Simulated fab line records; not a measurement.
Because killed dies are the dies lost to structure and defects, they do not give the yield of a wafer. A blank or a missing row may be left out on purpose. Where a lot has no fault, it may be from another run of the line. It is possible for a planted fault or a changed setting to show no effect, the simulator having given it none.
fab line records	flow sky130
record lots=6	wafers=18	last-day=50
route steps=708 shown METAL3@532 CAPM@537 PAD_OPEN@708
lots that met no fault: from a run of the same line without faults
start-h: the number of hours between the record's first day and the start of the first shown wafer of the lot	wait-h: time in hours since the lot's previous step	" identical to the entry in the row above	L1.1+2: a row that stands for several wafers	- no value, or no start was given	* or withheld: withheld	< > ~ a bound
route shown NAME@n: NAME is a module with steps in the file, n the number in the route of the first one	usual: mean and standard deviation over wafers with no fault	same: alike in all rows	chamber/n: place in a boat	sites: the reading at each site	_std_site: the values' standard deviation	_edge_site: inner sites' mean taken away from outer sites' mean	radius-mm: for every site, how far away it sits from the centre of the wafer	mask NAME#n: copy n	behind: tool/chamber where the wafer was last shaped	hold: why the lot went on hold/how many hours it stayed there/how the hold came to an end	device: whichever transistor did not switch (one of n, p or np)	end of line: the same wafers' tests at the end of the route	for a step that has no rows: nothing shown but its recipe	killed: not the wafer's yield, but the dies lost to structure and defects at the first sort	map: a wafer's dies, marking killed ones x, the rest . and places with no die _
set.NAME: the setting the step ran with; set.NAME@STEP: the setting that earlier step ran with	model.NAME: the simulator's own value behind a step, which no gauge read
a table for each step, a row for each wafer; lots at some steps of the route
services: a tool's chamber out of use, with start hour (start-h, from the record's first day; less than 0 if before it), hours out, and reason
## steps
# step SKY_METAL3_SPUTTER_00
# recipe material=Ti	target-thk-nm=15	power-w=3000	time-s=10	chamber-pressure-pa=0.4
# usual throttle-valve-pct=30.6/1
lot.wafer	tool	chamber	start-h	wait-h	throttle-valve-pct
L103.3	pvd-sputter-04	-	882.02	0.1	30.7
L103.5	"	-	"	"	30.3
L103.6	"	-	"	"	29.1
L104.2	pvd-sputter-02	-	887.87	0.1	32.4
L104.3	"	-	"	"	31.6
L104.6	"	-	"	"	32.0
L114.1	pvd-sputter-04	-	970.88	0.1	31.0
L114.2	"	-	"	"	30.8
L114.4	"	-	"	"	30.4
L115.1	pvd-sputter-04	-	971.72	0.1	29.4
L115.2	"	-	"	"	31.1
L115.4	"	-	"	"	30.2
L119.2	pvd-sputter-03	-	995.74	0.2	29.7
L119.4	"	-	"	"	29.5
L119.5	"	-	"	"	29.4
L121.1	pvd-sputter-04	-	1005.14	0.2	30.4
L121.4	"	-	"	"	30.9
L121.5	"	-	"	"	29.2
# step SKY_METAL3_SPUTTER_01
# recipe material=TiN	target-thk-nm=20	power-w=6500	time-s=16.7	chamber-pressure-pa=0.4
# usual throttle-valve-pct=30.6/1.1
lot.wafer	tool	chamber	start-h	wait-h	throttle-valve-pct
L103.3	pvd-sputter-04	-	882.04	0.0	31.0
L103.5	"	-	"	"	30.3
L103.6	"	-	"	"	29.0
L104.2	pvd-sputter-02	-	887.89	0.0	32.2
L104.3	"	-	"	"	31.2
L104.6	"	-	"	"	32.1
L114.1	pvd-sputter-04	-	970.90	0.0	30.7
L114.2	"	-	"	"	30.6
L114.4	"	-	"	"	30.2
L115.1	pvd-sputter-04	-	971.74	0.0	29.1
L115.2	"	-	"	"	30.9
L115.4	"	-	"	"	29.9
L119.2	pvd-sputter-03	-	995.76	0.0	29.5
L119.4	"	-	"	"	29.7
L119.5	"	-	"	"	29.6
L121.1	pvd-sputter-04	-	1005.16	0.0	30.2
L121.4	"	-	"	"	30.9
L121.5	"	-	"	"	29.1
# step SKY_METAL3_SPUTTER_02
# recipe material=AlCu	target-thk-nm=735	power-w=10600	time-s=39.1	chamber-pressure-pa=0.4
# step SKY_METAL3_SPUTTER_03
# recipe material=Ti	target-thk-nm=5	power-w=3000	time-s=3.3	chamber-pressure-pa=0.4
# step SKY_METAL3_SPUTTER_04
# recipe material=TiN	target-thk-nm=70	power-w=6500	time-s=58.3	chamber-pressure-pa=0.4
# usual throttle-valve-pct=30.6/1
lot.wafer	tool	chamber	start-h	wait-h	throttle-valve-pct
L103.3	pvd-sputter-04	-	882.13	0.0	31.1
L103.5	"	-	"	"	30.2
L103.6	"	-	"	"	29.0
L104.2	pvd-sputter-02	-	887.98	0.0	32.3
L104.3	"	-	"	"	31.3
L104.6	"	-	"	"	32.3
L114.1	pvd-sputter-04	-	970.99	0.0	31.1
L114.2	"	-	"	"	30.6
L114.4	"	-	"	"	30.3
L115.1	pvd-sputter-04	-	971.82	0.0	29.0
L115.2	"	-	"	"	30.5
L115.4	"	-	"	"	30.4
L119.2	pvd-sputter-03	-	995.84	0.0	29.3
L119.4	"	-	"	"	29.4
L119.5	"	-	"	"	29.4
L121.1	pvd-sputter-04	-	1005.24	0.0	30.2
L121.4	"	-	"	"	30.6
L121.5	"	-	"	"	29.3
# step SKY_CAPM_CVD_00
# recipe material=SiO2	target-thk-nm=15.5	temp-c=400	time-s=withheld	rf-w=450
# usual heater-power-w=754/82
lot.wafer	tool	chamber	start-h	wait-h	heater-power-w
L103.3	pecvd-02	1	882.18	0.0	653
L103.5	"	0	"	"	819
L103.6	"	1	"	"	660
L104.2	pecvd-04	1	888.03	0.0	847
L104.3	"	0	"	"	797
L104.6	"	1	"	"	849
L114.1	pecvd-01	1	971.03	0.0	636
L114.2	"	0	"	"	723
L114.4	"	2	"	"	755
L115.1	pecvd-02	2	971.87	0.0	802
L115.2	"	1	"	"	619
L115.4	"	0	"	"	794
L119.2	pecvd-02	1	995.89	0.0	656
L119.4	"	0	"	"	739
L119.5	"	1	"	"	669
L121.1	pecvd-04	1	1005.29	0.0	807
L121.4	"	0	"	"	758
L121.5	"	1	"	"	818
# step SKY_CAPM_THK_MEAS_01
# recipe reads=SiO2_of_CAPM_CVD_00
# usual CAPM_CVD_00_THK=15.52/0.22
lot.wafer	tool	chamber	start-h	wait-h	CAPM_CVD_00_THK[nm]
L103.3	film-metro-01	-	882.22	-	15.43
L103.5	"	-	"	"	15.78
L103.6	"	-	"	"	15.66
L104.2	film-metro-02	-	888.07	-	15.41
L104.3	"	-	"	"	15.76
L104.6	"	-	"	"	15.44
L114.1	film-metro-03	-	971.06	-	15.70
L114.2	"	-	"	"	15.24
L114.4	"	-	"	"	15.70
L115.1	film-metro-01	-	971.89	-	15.39
L115.2	"	-	"	"	15.37
L115.4	"	-	"	"	15.42
L119.2	film-metro-03	-	995.93	-	15.14
L119.4	"	-	"	"	15.42
L119.5	"	-	"	"	15.39
L121.1	film-metro-02	-	1005.31	-	15.64
L121.4	"	-	"	"	15.57
L121.5	"	-	"	"	15.74
# step SKY_CAPM_SPUTTER_02
# recipe material=TiN	target-thk-nm=200	temp-c=300	power-w=6500	time-s=166.7	chamber-pressure-pa=0.4
# usual throttle-valve-pct=30.6/0.95
lot.wafer	tool	chamber	start-h	wait-h	throttle-valve-pct
L103.3	pvd-sputter-01	-	882.26	0.0	30.1
L103.5	"	-	"	"	29.5
L103.6	"	-	"	"	32.2
L104.2	pvd-sputter-01	-	888.12	0.0	32.1
L104.3	"	-	"	"	29.7
L104.6	"	-	"	"	29.7
L114.1	pvd-sputter-02	-	971.12	0.1	31.5
L114.2	"	-	"	"	29.7
L114.4	"	-	"	"	30.3
L115.1	pvd-sputter-01	-	971.95	0.1	32.0
L115.2	"	-	"	"	29.9
L115.4	"	-	"	"	32.2
L119.2	pvd-sputter-04	-	995.98	0.0	29.1
L119.4	"	-	"	"	31.1
L119.5	"	-	"	"	30.7
L121.1	pvd-sputter-01	-	1005.37	0.1	31.9
L121.4	"	-	"	"	30.2
L121.5	"	-	"	"	29.4
# step SKY_CAPM_RS_MEAS_03
# recipe thk-meas-gauge=four-point-probe	reads=TiN_of_CAPM_SPUTTER_02
# usual CAPM_TIN_RS=6.90/0.078
lot.wafer	tool	chamber	start-h	wait-h	CAPM_TIN_RS[ohm/sq]
L103.3	film-metro-03	-	882.41	0.1	6.90
L103.5	"	-	"	"	6.99
L103.6	"	-	"	"	6.94
L104.2	film-metro-03	-	888.25	0.1	6.99
L104.3	"	-	"	"	7.02
L104.6	"	-	"	"	6.97
L114.1	film-metro-01	-	971.23	0.1	6.86
L114.2	"	-	"	"	6.96
L114.4	"	-	"	"	6.97
L115.1	film-metro-03	-	972.06	0.1	6.86
L115.2	"	-	"	"	6.74
L115.4	"	-	"	"	6.80
L119.2	film-metro-01	-	996.11	0.1	6.90
L119.4	"	-	"	"	6.79
L119.5	"	-	"	"	6.90
L121.1	film-metro-02	-	1005.48	0.1	6.86
L121.4	"	-	"	"	6.89
L121.5	"	-	"	"	6.93
# step SKY_CAPM_THK_MEAS_04
# recipe thk-meas-gauge=xrf	reads=TiN_of_CAPM_SPUTTER_02
# usual CAPM_TIN_THK=201.6/2.8
lot.wafer	tool	chamber	start-h	wait-h	CAPM_TIN_THK[nm]
L103.3	film-metro-03	-	882.51	0.1	203.4
L103.5	"	-	"	"	202.0
L103.6	"	-	"	"	202.6
L104.2	film-metro-03	-	888.36	0.1	200.5
L104.3	"	-	"	"	199.6
L104.6	"	-	"	"	200.9
L114.1	film-metro-01	-	971.35	0.1	203.2
L114.2	"	-	"	"	200.4
L114.4	"	-	"	"	201.2
L115.1	film-metro-03	-	972.18	0.1	204.2
L115.2	"	-	"	"	208.1
L115.4	"	-	"	"	206.0
L119.2	film-metro-01	-	996.22	0.1	203.2
L119.4	"	-	"	"	206.5
L119.5	"	-	"	"	203.0
L121.1	film-metro-02	-	1005.60	0.1	202.0
L121.4	"	-	"	"	201.7
L121.5	"	-	"	"	200.6
# step SKY_CAPM_DEHYDRATE_05
# recipe temp-c=200	time-s=60
# step SKY_CAPM_HMDS_06
# recipe prime-time-s=60	prime-temp-c=120
# step SKY_CAPM_COAT_07
# recipe resist=NOVOLAK	spin-rpm=2965	resist-thk-nm=1140
# usual dispense-pressure-kPa=46/3.5	spin-speed-rpm=2964.6/1.9
lot.wafer	tool	chamber	start-h	wait-h	dispense-pressure-kPa	spin-speed-rpm	model.NOVOLAK_of_CAPM_COAT_07.thk-nm
L103.3	litho-track-02	0	895.16	0.1	49	2966.2	1145
L103.5	"	0	"	"	49	2967.4	1146
L103.6	"	0	"	"	49	2966.4	1147
L104.2	litho-track-01	0	900.06	0.1	42	2964.6	1146
L104.3	"	0	"	"	42	2965.6	1145
L104.6	"	0	"	"	42	2961.4	1146
L114.1	litho-track-01	0	982.08	0.1	42	2962.9	1204
L114.2	"	0	"	"	42	2962.5	1204
L114.4	"	0	"	"	42	2961.4	1204
L115.1	litho-track-01	0	983.48	0.1	42	2962.2	1204
L115.2	"	0	"	"	42	2967.8	1206
L115.4	"	0	"	"	42	2964.6	1202
L119.2	litho-track-02	0	1007.34	0.1	49	2967.0	1147
L119.4	"	0	"	"	49	2966.6	1147
L119.5	"	0	"	"	49	2965.3	1146
L121.1	litho-track-03	0	1017.15	0.1	49	2963.8	1153
L121.4	"	0	"	"	49	2964.7	1152
L121.5	"	0	"	"	49	2962.8	1153
# step SKY_CAPM_SOFTBAKE_08
# recipe temp-c=90	time-s=60	resist=NOVOLAK
# step SKY_CAPM_EXPOSE_09
# recipe mask-id=CAPM	na=0.6	source-shape=conventional	sigma-outer=0.6	polarization=unpolarized	target-cd-nm=1000	dose-mj=159
# step SKY_CAPM_PEB_10
# recipe temp-c=withheld	time-s=*	resist=NOVOLAK
# step SKY_CAPM_DEVELOP_11
# recipe resist=NOVOLAK	developer=TMAH	develop-time-s=60	dev-temp-c=23
# step SKY_CAPM_OVL_MEAS_12
# usual CAPM_OVL=-1.7/1.6
lot.wafer	tool	chamber	start-h	wait-h	CAPM_OVL[nm]
L103.3	overlay-02	-	907.76	0.1	0.2
L103.5	"	-	"	"	-1.0
L103.6	"	-	"	"	-2.3
L104.2	overlay-02	-	913.14	0.1	-4.1
L104.3	"	-	"	"	-3.3
L104.6	"	-	"	"	-3.0
L114.1	overlay-02	-	993.86	0.1	-4.0
L114.2	"	-	"	"	-3.9
L114.4	"	-	"	"	-5.0
L115.1	overlay-02	-	995.41	0.1	-3.2
L115.2	"	-	"	"	-3.8
L115.4	"	-	"	"	-3.2
L119.2	overlay-01	-	1018.90	0.1	-1.2
L119.4	"	-	"	"	-1.1
L119.5	"	-	"	"	0.6
L121.1	overlay-02	-	1027.53	0.1	-3.2
L121.4	"	-	"	"	-1.0
L121.5	"	-	"	"	-2.9
# step SKY_CAPM_METAL_ETCH_13
# recipe target-depth-nm=220	stop-on=SiO2	chemistry=Cl2/BCl3	target=TiN	pressure-mtorr=10	icp-w=900	bias-w=48.5	Cl2_flow_sccm=60	bcl3-flow-sccm=30	time-s=62.9
# usual chamber-pressure-mTorr=9.999/0.0093	drypump-motor-current-A=5.7/0.57	oes-product-au=0.942/0.008	throttle-valve-pct=21.901/0.01
lot.wafer	tool	chamber	start-h	wait-h	chamber-pressure-mTorr	drypump-motor-current-A	oes-product-au	rf-hours-counter-h	throttle-valve-pct	model.NOVOLAK_of_CAPM_COAT_07.thk-nm	model.CAPM.cd-nm
L103.3	rie-metal-03	0	907.83	0.1	9.991	6.1	0.938	-	21.898	996.9	1003
L103.5	"	0	"	"	9.992	6.1	0.942	-	21.905	997.2	1005
L103.6	"	0	"	"	10.008	6.1	0.935	-	21.911	999.1	1004
L104.2	rie-metal-02	1	913.17	0.0	9.986	5.3	0.939	2	21.903	997.1	1001
L104.3	"	1	"	"	10.009	5.3	0.933	-	21.906	997.7	998.2
L104.6	"	1	"	"	10.016	5.3	0.937	-	21.909	997.3	998.7
L114.1	rie-metal-03	0	993.90	0.0	9.984	6.1	0.944	7	21.893	1057	1005
L114.2	"	1	"	"	10.004	5.4	0.941	4	21.910	1056	1005
L114.4	"	0	"	"	10.008	6.1	0.940	-	21.907	1057	1004
L115.1	rie-metal-02	1	995.45	0.0	9.996	5.3	0.945	7	21.887	1053	1007
L115.2	"	0	"	"	10.007	6.7	0.955	2	21.879	1056	1009
L115.4	"	0	"	"	9.990	6.7	0.957	-	21.906	1051	1007
L119.2	rie-metal-04	0	1018.93	0.0	9.991	5.4	0.943	5	21.890	1000	1003
L119.4	"	1	"	"	9.997	5.1	0.952	-	21.883	998.7	1005
L119.5	"	0	"	"	9.999	5.4	0.940	-	21.893	999.4	1001
L121.1	rie-metal-03	1	1027.57	0.0	9.993	5.4	0.951	6	21.908	1004	1004
L121.4	"	1	"	"	10.001	5.4	0.942	-	21.921	1005	1001
L121.5	"	0	"	"	9.987	6.1	0.946	-	21.913	1002	1004
# step SKY_CAPM_STRIP_14
# recipe chemistry=O2/N2	power-w=1400	pressure-mtorr=1500	platen-temp-c=withheld	o2-flow-sccm=3000	n2-flow-sccm=300	overash-fraction=0.5
# usual chamber-pressure-mTorr=1500.1/1.5	drypump-motor-current-A=6.1/0.4	oes-product-au=0.710/0.0047	strip-time-to-endpoint-s=12.72/0.041
lot.wafer	tool	chamber	start-h	wait-h	chamber-pressure-mTorr	drypump-motor-current-A	oes-product-au	rf-hours-counter-h	strip-time-to-endpoint-s
L103.3	plasma-asher-01	0	907.97	0.1	1498.6	5.5	0.711	-	12.70
L103.5	"	1	"	"	1499.6	6.2	0.703	-	12.70
L103.6	"	0	"	"	1500.2	5.4	0.701	-	12.72
L104.2	plasma-asher-02	1	913.24	0.1	1498.3	6.2	0.710	109	12.70
L104.3	"	1	"	"	1500.8	6.1	0.717	-	12.71
L104.6	"	0	"	"	1499.4	6.3	0.707	-	12.71
L114.1	plasma-asher-01	0	994.00	0.1	1502.2	5.4	0.708	25	13.30
L114.2	"	1	"	"	1498.9	6.2	0.711	25	13.29
L114.4	"	0	"	"	1500.4	5.4	0.722	-	13.29
L115.1	plasma-asher-01	0	995.53	0.1	1499.3	5.5	0.714	25	13.24
L115.2	"	1	"	"	1499.5	6.3	0.708	25	13.30
L115.4	"	0	"	"	1500.7	5.5	0.712	-	13.23
L119.2	plasma-asher-03	0	1019.01	0.1	1499.6	5.7	0.716	61	12.73
L119.4	"	1	"	"	1500.1	6.8	0.714	-	12.71
L119.5	"	1	"	"	1501.1	6.8	0.719	-	12.73
L121.1	plasma-asher-01	1	1027.65	0.1	1502.2	6.2	0.706	29	12.79
L121.4	"	1	"	"	1499.6	6.3	0.712	-	12.78
L121.5	"	0	"	"	1500.2	5.4	0.707	-	12.76
# step SKY_CAPM_STRIP_15
# recipe chemistry=post-etch-residue-remover	time-s=1200	temp-c=72.5
# step SKY_PAD_OPEN_PROBE_99
# usual defect-limited-yield=82.3/1.9	killed_at_M0_to_M3=44/7.4	killed_at_M4_up=3.2/1.8	killed-at-contacts=25/5.2	killed-at-front-end=15/4.5	killed-at-other=0.2/0.43	killed-dies=87/9.6	killed-open=48/7.6	killed-short=40/5.7	sort_bin_3_pad_short=0.9/0.45	sort_bin_5_function=10.5/1.5	sort_bin_6_memory=6.3/1.2	sort-n-pass=405/9.6	sort-yield-pct=82.3/1.9
# same gross-dies=492	killed-at-back-side=0	sort_bin_4_leakage[%]=0	sort_bin_8_speed[%]=0
lot.wafer	tool	chamber	start-h	wait-h	defect-limited-yield[%]	killed_at_M0_to_M3	killed_at_M4_up	killed-at-contacts	killed-at-front-end	killed-at-other	killed-dies	killed-open	killed-short	sort_bin_3_pad_short[%]	sort_bin_5_function[%]	sort_bin_6_memory[%]	sort-n-pass	sort-yield-pct[%]
L103.3	prober-01	-	1102.32	0.2	84.8	35	6	28	6	0	75	41	34	0.4	9.8	5.1	417	84.8
L103.5	prober-01	-	1102.42	0.2	84.8	38	1	23	13	0	75	42	33	0.8	9.6	4.9	417	84.8
L103.6	prober-01	-	1102.47	0.2	86.0	35	1	23	10	0	69	37	32	0.4	8.5	5.1	423	86.0
L114.1	prober-02	-	1169.28	0.1	83.1	38	5	28	11	1	83	48	35	0.8	9.8	6.3	409	83.1
L114.2	prober-02	-	1169.33	0.1	81.5	42	3	24	21	1	91	52	39	1.8	11.0	5.7	401	81.5
L114.4	prober-02	-	1169.43	0.2	82.7	39	4	30	12	0	85	50	35	1.0	9.1	7.1	407	82.7
L115.1	prober-01	-	1171.08	0.1	84.1	48	6	15	9	0	78	40	38	1.0	8.3	6.5	414	84.1
L115.2	prober-01	-	1171.13	0.1	80.5	52	4	30	10	0	96	52	44	1.0	11.8	6.7	396	80.5
L115.4	prober-01	-	1171.23	0.2	85.0	37	6	19	12	0	74	37	37	1.6	8.1	5.3	418	85.0
L119.2	prober-01	-	1188.07	0.1	85.6	30	3	23	15	0	71	35	36	0.8	8.1	5.5	421	85.6
L119.4	prober-01	-	1188.17	0.2	82.1	44	2	24	18	0	88	49	39	0.2	10.8	6.9	404	82.1
L119.5	prober-01	-	1188.22	0.2	83.3	38	6	27	11	0	82	49	33	0.2	11.2	5.3	410	83.3
L121.1	prober-01	-	1194.23	0.1	86.0	33	3	19	14	0	69	32	37	0.8	8.5	4.7	423	86.0
L121.4	prober-01	-	1194.38	0.2	80.9	44	2	27	20	1	94	50	44	1.2	12.8	5.1	398	80.9
L121.5	prober-01	-	1194.43	0.2	82.9	42	3	18	21	0	84	45	39	1.2	9.6	6.3	408	82.9
# killed by level:class
L103.3 VIA1:geometric-particle:open=13 CONTACT:geometric-particle:open=10 METAL2:geometric-particle:short=8 LOCAL_INTERCONNECT:geometric-particle:short=6 LI_CONTACT:geometric-particle:open=5 CONTACT:geometric-particle:short=4 METAL1:geometric-particle:short=4 METAL4:geometric-particle:short=4
L103.5 VIA1:geometric-particle:open=10 CONTACT:geometric-particle:open=7 VIA2:geometric-particle:open=7 CONTACT:geometric-particle:short=6 VIA2:geometric-particle:short=6 LI_CONTACT:geometric-particle:open=5 LOCAL_INTERCONNECT:geometric-particle:short=5 VIA3:geometric-particle:open=5
L103.6 CONTACT:geometric-particle:open=10 VIA1:geometric-particle:open=9 LOCAL_INTERCONNECT:geometric-particle:short=4 METAL1:geometric-particle:short=4 VIA1:geometric-particle:short=4 METAL2:geometric-particle:short=4 LI_CONTACT:geometric-particle:open=3 LI_CONTACT:geometric-particle:short=3
L114.1 LI_CONTACT:geometric-particle:open=10 VIA1:geometric-particle:open=8 VIA2:geometric-particle:open=8 VIA3:geometric-particle:open=7 CONTACT:geometric-particle:open=6 VIA3:geometric-particle:short=4 LI_CONTACT:geometric-particle:short=4 METAL2:geometric-particle:short=4
L114.2 CONTACT:geometric-particle:open=9 VIA1:geometric-particle:open=9 LI_CONTACT:geometric-particle:open=8 VIA3:geometric-particle:open=7 VIA2:geometric-particle:open=6 FIELD_ISO:geometric-particle:short=5 POLY_GATE:geometric-particle:open=5 METAL2:geometric-particle:short=5
L114.4 CONTACT:geometric-particle:open=14 METAL1:geometric-particle:short=7 VIA2:geometric-particle:open=7 VIA3:geometric-particle:open=7 LI_CONTACT:geometric-particle:open=6 CONTACT:geometric-particle:short=6 VIA1:geometric-particle:open=5 METAL2:geometric-particle:short=4
L115.1 VIA1:geometric-particle:open=13 VIA3:geometric-particle:open=8 VIA3:geometric-particle:short=6 METAL1:geometric-particle:short=5 LI_CONTACT:geometric-particle:open=4 LOCAL_INTERCONNECT:geometric-particle:short=4 VIA2:geometric-particle:open=4 VIA1:geometric-particle:short=4
L115.2 CONTACT:geometric-particle:open=12 VIA1:geometric-particle:open=10 VIA1:geometric-particle:short=9 VIA3:geometric-particle:open=8 LI_CONTACT:geometric-particle:open=7 VIA2:geometric-particle:open=6 LOCAL_INTERCONNECT:geometric-particle:short=5 CONTACT:geometric-particle:short=5
L115.4 LI_CONTACT:geometric-particle:open=7 VIA3:geometric-particle:open=7 VIA1:geometric-particle:open=7 METAL2:geometric-particle:short=6 VIA2:geometric-particle:open=5 POLY_GATE:geometric-particle:short=4 LOCAL_INTERCONNECT:geometric-particle:short=4 CONTACT:geometric-particle:open=4
L119.2 CONTACT:geometric-particle:open=10 METAL1:geometric-particle:short=7 POLY_GATE:geometric-particle:short=6 VIA1:geometric-particle:open=6 VIA2:geometric-particle:open=5 LOCAL_INTERCONNECT:geometric-particle:short=5 FIELD_ISO:geometric-particle:open=4 CONTACT:geometric-particle:short=4
L119.4 CONTACT:geometric-particle:open=12 VIA1:geometric-particle:open=8 POLY_GATE:geometric-particle:open=6 METAL1:geometric-particle:short=6 VIA2:geometric-particle:open=6 CONTACT:geometric-particle:short=5 METAL2:geometric-particle:short=5 FIELD_ISO:geometric-particle:short=4
L119.5 LI_CONTACT:geometric-particle:open=10 VIA1:geometric-particle:open=9 CONTACT:geometric-particle:open=8 VIA3:geometric-particle:open=7 METAL2:geometric-particle:short=5 METAL4:geometric-particle:short=5 LOCAL_INTERCONNECT:geometric-particle:short=4 METAL1:geometric-particle:short=4
L121.1 METAL1:geometric-particle:short=8 CONTACT:geometric-particle:open=7 FIELD_ISO:geometric-particle:short=5 VIA1:geometric-particle:open=5 VIA2:geometric-particle:open=5 VIA3:geometric-particle:open=5 LI_CONTACT:geometric-particle:open=4 POLY_GATE:geometric-particle:short=3
L121.4 CONTACT:geometric-particle:open=10 VIA1:geometric-particle:open=9 FIELD_ISO:geometric-particle:short=8 FIELD_ISO:geometric-particle:open=7 METAL3:geometric-particle:short=7 LI_CONTACT:geometric-particle:open=6 CONTACT:geometric-particle:short=6 VIA2:geometric-particle:open=6
L121.5 POLY_GATE:geometric-particle:open=9 VIA1:geometric-particle:short=7 VIA1:geometric-particle:open=7 METAL1:geometric-particle:short=6 METAL2:geometric-particle:short=6 LOCAL_INTERCONNECT:geometric-particle:short=5 LI_CONTACT:geometric-particle:open=4 VIA3:geometric-particle:open=4
## services
tool	chamber	start-h	hours	kind
rie-metal-02	1	868.53	20.7	repair
pvd-sputter-03	-	879.64	4.4	repair
pvd-sputter-03	-	883.67	0.6	repair
pecvd-04	2	887.92	22.9	repair
pecvd-04	-	890.82	0.6	repair
pvd-sputter-01	-	894.88	70.8	repair
rie-metal-03	-	902.24	0.3	repair
rie-metal-03	-	912.49	0.3	repair
pecvd-04	-	917.76	6.0	pm
pecvd-02	0	939.39	5.1	repair
pecvd-04	-	941.46	2.8	pm
pecvd-04	-	968.88	1.0	repair
rie-metal-03	-	973.50	0.1	repair
rie-metal-02	-	973.98	0.3	repair
pecvd-04	1	978.56	3.7	repair
rie-metal-02	-	982.99	1.4	pm
pvd-sputter-04	-	983.36	7.5	repair
pecvd-04	-	984.39	5.5	pm
pvd-sputter-03	-	993.22	1.9	repair
pecvd-02	2	993.52	7.2	repair
plasma-asher-01	-	1000.92	0.3	repair
pvd-sputter-01	-	1007.28	4.8	repair
plasma-asher-01	-	1016.57	0.9	repair
pvd-sputter-04	-	1020.97	0.5	repair
## key
first-sign step=SKY_CAPM_STRIP_14	reading=strip-time-to-endpoint-s	direction=up	sigmas=14	usual=*	struck=*
effect none on later readings
model-effect step=SKY_CAPM_COAT_07	value=NOVOLAK_of_CAPM_COAT_07.thk-nm	without=1147	struck=1204
model-effect step=SKY_CAPM_METAL_ETCH_13	value=NOVOLAK_of_CAPM_COAT_07.thk-nm	without=997.9	struck=1055
met-at SKY_CAPM_COAT_07
struck-wafers L114.1,L114.2,L114.4,L115.1,L115.2,L115.4
onset-between 900.06 982.08
fault kind=process-parameter-drift	tool=litho-track-01	chamber=-	onset-h=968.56	steps=SKY_CAPM_COAT_07	channel=resist-thk-nm	offset=56.679	shape=step	end-h=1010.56	acts-in=these-recipes-only	stated=1140
